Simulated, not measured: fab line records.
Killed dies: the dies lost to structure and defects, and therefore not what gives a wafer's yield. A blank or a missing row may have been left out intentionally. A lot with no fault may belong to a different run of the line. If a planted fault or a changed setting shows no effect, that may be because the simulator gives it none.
8D (eight disciplines) problem report, filled in by code -- flow gf180mcu -- the parts of the form that need people (team, actions taken, sign-off) are left out

1. WHAT WENT WRONG
At GF_TOP_METAL_CD_MEAS_14, cd-nm averages 462.6 nm over 6 wafers from 2 lots, while fault-free wafers read 439.7 nm, standard deviation 2. That is +11 standard deviations from the usual mean.
The step: target cd 440 nm.
First seen on wafer L232.3, day 32 23:29, on cd-sem-02. Wafers with a number at this step in the record: 36, from 12 lots. The rule behind "out" and "out of limits": a value lying over 4 standard deviations away from the usual mean. The other wafers with a number count as sound.

2. WHAT IT IS, AND WHAT IT ISN'T
question,is,is not
which readings at this step,cd-nm,-
which lots,"L232, L233","L215, L217, L218, L220, L222, L224, L225, L227, L228, L235"
which wafers of those lots,all that have a number,-
read on which gauges,"cd-sem-01, cd-sem-02",-
when,from day 32 23:29,up to then (27 sound wafers); but 3 sound wafers of L235 came after

3. SUSPECTS, AND WHAT RULES EACH OUT
Counting: a tool stays on the suspect list if, at a process step up to the reading, it processed all lots that are out and no sound lot following the first of them.
- ruled out: the gauge at GF_TOP_METAL_CD_MEAS_14. Those wafers that are out were read across 2 gauges (cd-sem-01, cd-sem-02).
- cvd-w-02 at GF_V4_CVD_23 (deposits W, target thk 350 nm, time 104.9 s): ruled out as a lasting fault. Following L232 (day 29 20:41), the first lot on it that is out, the sound lots L235 were run on it.
- litho-track-04 at GF_TOP_METAL_COAT_09 (resist thk 1500 nm): kept. All lots that are out passed through it, beginning with L232 at day 32 14:46, and no sound lot followed; its final sound lot before that point was L228 at day 31 17:38.
The count leaves litho-track-04 at GF_TOP_METAL_COAT_09.

4. THE CAUSE (what the simulator had put in)
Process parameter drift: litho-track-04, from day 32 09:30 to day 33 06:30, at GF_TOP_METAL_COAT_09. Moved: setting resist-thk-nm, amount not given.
This tool alone remained once counting was done.

5. SEQUENCE OF EFFECTS, ordered by route
Each row: a reading where the mean over the struck wafers with a number is more than 3 standard deviations away from the usual. Only readings for which the record gives a usual standard deviation are gone through. hours: the time from each lot's start at the first step in this table that gives one to its start at this step, as a median over the lots. sigmas: the change in usual standard deviations.
hours,step,reading,usual,on struck wafers,change,sigmas
0,GF_TOP_METAL_CD_MEAS_14,cd-nm,439.7 nm,462.6,+22.9,+11
0,GF_TOP_METAL_STRIP_17,strip-time-to-endpoint-s,13.46 s,16.71,+3.25,+40
Here are the process steps it includes:
- GF_TOP_METAL_STRIP_17: strips in O2/N2.
Later measuring or inspecting steps at which every struck wafer that the step has a row for has a number for every such reading, and none has moved that far: GF_TOP_METAL_OVL_MEAS_15.

6. WHAT WOULD HAVE CAUGHT IT SOONER
Counted from the fault's start at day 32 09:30, it took 14 hours until the first out-of-limits reading at a measuring or inspecting step in this record, taken at day 32 23:29.
Of the tool readings at GF_TOP_METAL_COAT_09 for which the record gives a usual standard deviation, none was out on any struck wafer, so an alarm limit of 4 standard deviations on them would not have fired.
Among the 2 lots that are out, L233 began GF_TOP_METAL_COAT_09 on litho-track-04 after day 32 23:29. Putting the tool on hold at that point would have spared it.
